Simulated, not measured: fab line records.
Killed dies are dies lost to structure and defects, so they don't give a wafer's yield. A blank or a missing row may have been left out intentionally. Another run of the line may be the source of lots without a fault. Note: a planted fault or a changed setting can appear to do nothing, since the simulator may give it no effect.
What tool caused it? ; flow gf180mcu ; Sampling: 6 lots, 18 wafers, 4 of 602 route steps

WHAT THE GAUGES READ, wafer by wafer
GF_POLY_GATE_CD_MEAS_10: the cd target is 280 nm.
lot;measured;on;cdNm (nm)
L729;day 10 02:03;cdSem-02;279.8 279.7 279.7
L733;day 11 03:40;cdSem-01;282.5 281.1 282.3
L736;day 12 03:02;cdSem-02;281.1 279.7 279.9
L741;day 13 13:55;cdSem-02;241.6 240.5 239.7 241.7 240.5 240.0
L743;day 14 10:55;cdSem-01;249.2 247.4 249.0 249.0 247.4 249.2
L747;day 15 13:07;cdSem-01;277.9 278.4 278.8

EACH LOT AND THE TOOL THAT RAN IT (in order: tool; ch and the chambers of the sampled wafers; start)
lot;GF_STI_STRIP_15;GF_VT_IMPLANT_STRIP_42;GF_POLY_GATE_EXPOSE_07
L729;plasmaAsher-01 ch 0,1, day 2 18:30;plasmaAsher-01 ch 0,1, day 8 10:14;krfScanner-01 ch 0, day 9 17:38
L733;plasmaAsher-04 ch 1, day 3 13:28;plasmaAsher-03 ch 0,1, day 9 09:13;krfScanner-01 ch 0, day 10 18:22
L736;plasmaAsher-01 ch 0,1, day 4 05:33;plasmaAsher-01 ch 0,1, day 10 07:55;krfScanner-02 ch 0, day 11 17:17
L741;plasmaAsher-04 ch 0,1, day 5 06:34;plasmaAsher-01 ch 0,1, day 11 15:23;krfScanner-02 ch 0, day 13 04:13
L743;plasmaAsher-04 ch 0,1, day 5 19:31;plasmaAsher-03 ch 0,1, day 12 11:49;krfScanner-02 ch 0, day 14 00:46
L747;plasmaAsher-04 ch 0,1, day 6 15:22;plasmaAsher-03 ch 0,1, day 13 13:02;krfScanner-01 ch 0, day 15 02:46
- GF_STI_STRIP_15: strips in O2/N2.
- GF_VT_IMPLANT_STRIP_42: strips in O2/N2.
- GF_POLY_GATE_EXPOSE_07: exposes mask Poly2, target cd 280 nm.

THE ANSWER, worked out from the rows above alone
Rule: what is usual is taken from the lots themselves. The widest of any qualifying gaps counts: lots, ordered by their means at a reading, are off when they make up no more than a third of the lots, leave a main group of 4 or more, and stand apart from it by 3 or more times the standard deviation of that group's means. Not used: any main group whose means are identical at the precision the tables above print for the reading. A lot without any number at a reading at which 4 lots or more have one is off too. Any other lot the step has rows for is counted as sound.
Off, at GF_POLY_GATE_CD_MEAS_10 on cdNm: L741, L743. Mean 280.1 nm and standard deviation 1.3 in the main group.
If a tool, at a process step before that reading, ran all the lots that are off and no sound lot after the first of them, it fits. Gauges at GF_POLY_GATE_CD_MEAS_10: tried the same way as those tools. One fits: krfScanner-02 at GF_POLY_GATE_EXPOSE_07. Its last sound lot is L736 (day 11 17:17), its first lot that is off L741 (day 13 04:13): a fault that began between those two fits.

WHAT THE SIMULATOR HAD PUT IN
Process parameters drifting: krfScanner-02 at GF_POLY_GATE_EXPOSE_07, beginning at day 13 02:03. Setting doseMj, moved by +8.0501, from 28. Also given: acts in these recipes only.
Lots struck among those shown: L741, L743. The rule above reached the same finding.
